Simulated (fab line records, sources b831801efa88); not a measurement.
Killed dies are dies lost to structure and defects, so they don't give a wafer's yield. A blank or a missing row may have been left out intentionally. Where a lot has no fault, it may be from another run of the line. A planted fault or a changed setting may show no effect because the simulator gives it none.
Lot-split experiment | flow sky130 | 23 wafers read from 5 lots, route of 708 steps

SPLIT DETAILS
At SKY_VT_ADJUST_NCORE_COAT_02 (resist thk 1140 nm), the setting spin rpm was moved away from the recipe's 3000 rpm on 4 of the 23 wafers read, by -6.5% to -3.4%. All remaining wafers had this setting at the recipe value.

Reading taken at the split's own step.

THE READING
NOVOLAK_of_VT_ADJUST_NCORE_COAT_02.thk nm (the simulator's own value, which no gauge read), in nm, at SKY_VT_ADJUST_NCORE_COAT_02 (resist thk 1140 nm). The file gives no usual value for it. The 19 wafers here that ran the recipe average 1139 nm, standard deviation 3.9 nm.

wafer  | tool, chamber at the split | spin rpm as run, rpm | against the recipe | NOVOLAK_of_VT_ADJUST_NCORE_COAT_02.thk nm, nm | against lot-mates on the recipe
L074.1 | litho track-02, 0          | 3000                 | recipe             | 1136                                          | -
L074.4 | litho track-02, 0          | 3000                 | recipe             | 1137                                          | -
L074.5 | litho track-02, 0          | 3000                 | recipe             | 1133                                          | -
L075.1 | litho track-03, 0          | 3000                 | recipe             | 1138                                          | -
L075.2 | litho track-03, 0          | 3000                 | recipe             | 1137                                          | -
L075.4 | litho track-03, 0          | 3000                 | recipe             | 1137                                          | -
L075.5 | litho track-03, 0          | 3000                 | recipe             | 1137                                          | -
L075.3 | litho track-03, 0          | 3000                 | recipe             | 1134                                          | -
L078.1 | litho track-03, 0          | 3000                 | recipe             | 1143                                          | -
L078.2 | litho track-03, 0          | 3000                 | recipe             | 1142                                          | -
L078.4 | litho track-03, 0          | 3000                 | recipe             | 1142                                          | -
L078.3 | litho track-03, 0          | 3000                 | recipe             | 1139                                          | -
L078.5 | litho track-03, 0          | 3000                 | recipe             | 1140                                          | -
L080.1 | litho track-04, 0          | 3000                 | recipe             | 1137                                          | -
L080.5 | litho track-04, 0          | 3000                 | recipe             | 1137                                          | -
L080.2 | litho track-04, 0          | 2805                 | -6.5%              | 1178                                          | +41
L080.3 | litho track-04, 0          | 2805                 | -6.5%              | 1178                                          | +41
L080.6 | litho track-04, 0          | 3000                 | recipe             | 1138                                          | -
L084.1 | litho track-03, 0          | 3000                 | recipe             | 1145                                          | -
L084.3 | litho track-03, 0          | 3000                 | recipe             | 1147                                          | -
L084.4 | litho track-03, 0          | 3000                 | recipe             | 1147                                          | -
L084.5 | litho track-03, 0          | 2897                 | -3.4%              | 1167                                          | +21
L084.6 | litho track-03, 0          | 2897                 | -3.4%              | 1163                                          | +17

FIT RESULTS
A straight line over all 23 wafers: NOVOLAK_of_VT_ADJUST_NCORE_COAT_02.thk nm changes by -6.26 nm for each +1% of spin rpm; r = -0.95; the points scatter about the line by 4 nm.
The same after taking each lot's own level away (the mean of its wafers on the recipe; 23 wafers): -6.1 nm for each +1%; r = -0.99; scatter 1.6 nm.
Per that fit: largest spin rpm move, reading shift of 40 nm.
The lots' own levels span 1135.3 to 1146.3 nm, that is 2.8 times the standard deviation above.
The two slopes agree, so the slope changes little with the lot-to-lot level.
Check: +38.8 nm against its lot-mates is what the line predicts for one of the wafers moved furthest among these (-6.5%) when that wafer is left out of the fit. It came out at +40.7 nm against them.

FURTHER SPLITS ON THESE WAFERS
Other splits were also applied to these wafers ahead of the reading. Each is held against what the fit with the lots' levels taken away leaves over:
other split on the same wafers       | wafers away from the commonest value | r with NOVOLAK_of_VT_ADJUST_NCORE_COAT_02.thk nm (lot level and that fit taken away)
SKY_FIELD_ISO_COAT_07 resist thk nm  | 6                                    | +0.18
SKY_FIELD_ISO_EXPOSE_10 dose mj      | 8                                    | +0.06
SKY_FIELD_ISO_OXIDATION_22 ox time s | 10                                   | +0.20
SKY_DNWELL_SOFTBAKE_03 temp c        | 7                                    | +0.14
SKY_NWELL_SOFTBAKE_06 temp c         | 8                                    | +0.22
SKY_NWELL_DEVELOP_09 dev temp c      | 9                                    | -0.07

THE WHOLE CHAIN: every reading that the file lists as answering this split, in the file's order
step                         | what it does       | reading                                                                                    | change (the file's fit)              | r (the file's)
SKY_VT_ADJUST_NCORE_COAT_02  | resist thk 1140 nm | NOVOLAK_of_VT_ADJUST_NCORE_COAT_02.thk nm (the simulator's own value, which no gauge read) | -6.03 nm for each +1% of the setting | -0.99
SKY_VT_ADJUST_NCORE_STRIP_10 | strips in O2/N2    | strip time to endpoint s                                                                   | withheld for each +1% of the setting | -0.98

THE FILE'S OWN FIT
NOVOLAK_of_VT_ADJUST_NCORE_COAT_02.thk nm changes by -6.03 nm for each +1% of spin rpm, r = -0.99.
